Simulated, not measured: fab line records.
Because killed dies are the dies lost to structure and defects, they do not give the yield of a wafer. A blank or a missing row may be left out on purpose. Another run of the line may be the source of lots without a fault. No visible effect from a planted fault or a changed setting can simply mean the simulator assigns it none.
Split-lot study | flow sfqLine | on a route of 325 steps: 5 lots, 27 wafers read

ABOUT THE SPLIT
At SFQ_TRILAYER_R5_ETCH_METAL_ETCH_139 (etches the open film in Cl2, stops on SiO2, target depth 60 nm, time 40 s), the setting timeS was moved away from the recipe's 40 s on 9 of the 27 wafers read, by -50.0% to -29.8%. For the rest of the wafers, this setting stayed at what the recipe calls for.

The split's own step is where the reading is taken.

THE READING
KrF_of_TRILAYER_R5_LITHO_COAT_136.thkNm (the simulator's own value, which no gauge read), in nm, at SFQ_TRILAYER_R5_ETCH_METAL_ETCH_139 (etches the open film in Cl2, stops on SiO2, target depth 60 nm, time 40 s). The file gives no usual value for it. The 18 wafers here that ran the recipe average 499.7 nm, standard deviation 2.9 nm.

wafer  | tool, chamber at the split | timeS as run, s | against the recipe | KrF_of_TRILAYER_R5_LITHO_COAT_136.thkNm, nm | against lot-mates on the recipe
L074.1 | rieMetal-02, 1             | 28.09           | -29.8%             | 504.5                                       | +7.4
L074.2 | rieMetal-02, 0             | 40              | recipe             | 497.8                                       | -
L074.3 | rieMetal-02, 0             | 28.09           | -29.8%             | 502.1                                       | +5.0
L074.4 | rieMetal-02, 1             | 28.09           | -29.8%             | 505.1                                       | +8.0
L074.5 | rieMetal-02, 0             | 40              | recipe             | 496.4                                       | -
L074.6 | rieMetal-02, 1             | 40              | recipe             | 497                                         | -
L077.1 | rieMetal-01, 0             | 22.28           | -44.3%             | 513.1                                       | +9.6
L077.2 | rieMetal-01, 1             | 22.28           | -44.3%             | 512.7                                       | +9.2
L077.3 | rieMetal-01, 0             | 22.28           | -44.3%             | 512                                         | +8.5
L077.4 | rieMetal-01, 1             | 40              | recipe             | 502.5                                       | -
L077.5 | rieMetal-01, 0             | 40              | recipe             | 503.8                                       | -
L077.6 | rieMetal-01, 1             | 40              | recipe             | 504.3                                       | -
L078.1 | rieMetal-02, 0             | 40              | recipe             | 499                                         | -
L078.2 | rieMetal-02, 1             | 40              | recipe             | 496.2                                       | -
L078.3 | rieMetal-02, 1             | 20.02           | -50.0%             | 509                                         | +11.0
L078.4 | rieMetal-02, 0             | 20.02           | -50.0%             | 510                                         | +12.0
L078.5 | rieMetal-02, 0             | 20.02           | -50.0%             | 511.5                                       | +13.5
L078.6 | rieMetal-02, 1             | 40              | recipe             | 498.7                                       | -
L079.1 | rieMetal-01, 1             | 40              | recipe             | 502.9                                       | -
L079.2 | rieMetal-01, 0             | 40              | recipe             | 500.5                                       | -
L079.3 | rieMetal-01, 0             | 40              | recipe             | 501.9                                       | -
L079.4 | rieMetal-01, 1             | 40              | recipe             | 502.8                                       | -
L079.5 | rieMetal-01, 0             | 40              | recipe             | 500.4                                       | -
L079.6 | rieMetal-01, 1             | 40              | recipe             | 502.2                                       | -
L084.2 | rieMetal-02, 1             | 40              | recipe             | 496.2                                       | -
L084.3 | rieMetal-02, 1             | 40              | recipe             | 495.4                                       | -
L084.4 | rieMetal-02, 0             | 40              | recipe             | 496.9                                       | -

THE FIT
A straight line over all 27 wafers: KrF_of_TRILAYER_R5_LITHO_COAT_136.thkNm changes by -0.231 nm for each +1% of timeS; r = -0.86; the points scatter about the line by 2.9 nm.
The same after taking each lot's own level away (the mean of its wafers on the recipe; 27 wafers): -0.228 nm for each +1%; r = -0.98; scatter 1.1 nm.
According to that fit, moving timeS by its largest amount changes the reading by 11 nm.
The span of the lots' own levels, 496.17 to 503.53 nm, comes to 2.5 times the standard deviation stated above.
Consequently the slope shifts little with the lot-to-lot level, the two slopes agreeing.
Check: for one of the wafers moved furthest among these (-50.0%), held out of the fit, the line's prediction against its lot-mates is +11.4 nm. It came out at +11 nm against them.

OTHER SPLITS APPLIED TO THESE WAFERS
These wafers also went through other splits before the reading. Each is held against what the fit with the lots' levels taken away leaves over:
other split on the same wafers                 | wafers away from the commonest value | r with KrF_of_TRILAYER_R5_LITHO_COAT_136.thkNm (lot level and that fit taken away)
SFQ_TRILAYER_M5_BARC_OPEN_METAL_ETCH_161 timeS | 9                                    | +0.35

THE WHOLE CHAIN: every reading that the file lists as answering this split, in the file's order
step                                | what it does                                                              | reading                                                                                  | change (the file's fit)               | r (the file's)
SFQ_TRILAYER_R5_ETCH_METAL_ETCH_139 | etches the open film in Cl2, stops on SiO2, target depth 60 nm, time 40 s | R5.featureDepthNm (the simulator's own value, which no gauge read)                       | +0.588 nm for each +1% of the setting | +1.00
SFQ_TRILAYER_R5_ETCH_METAL_ETCH_139 | etches the open film in Cl2, stops on SiO2, target depth 60 nm, time 40 s | etch.depthNm (the simulator's own value, which no gauge read)                            | +0.585 nm for each +1% of the setting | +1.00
SFQ_TRILAYER_R5_ETCH_METAL_ETCH_139 | etches the open film in Cl2, stops on SiO2, target depth 60 nm, time 40 s | KrF_of_TRILAYER_R5_LITHO_COAT_136.thkNm (the simulator's own value, which no gauge read) | -0.228 nm for each +1% of the setting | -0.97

FILE'S OWN FIT
KrF_of_TRILAYER_R5_LITHO_COAT_136.thkNm changes by -0.228 nm for each +1% of timeS, r = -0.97.
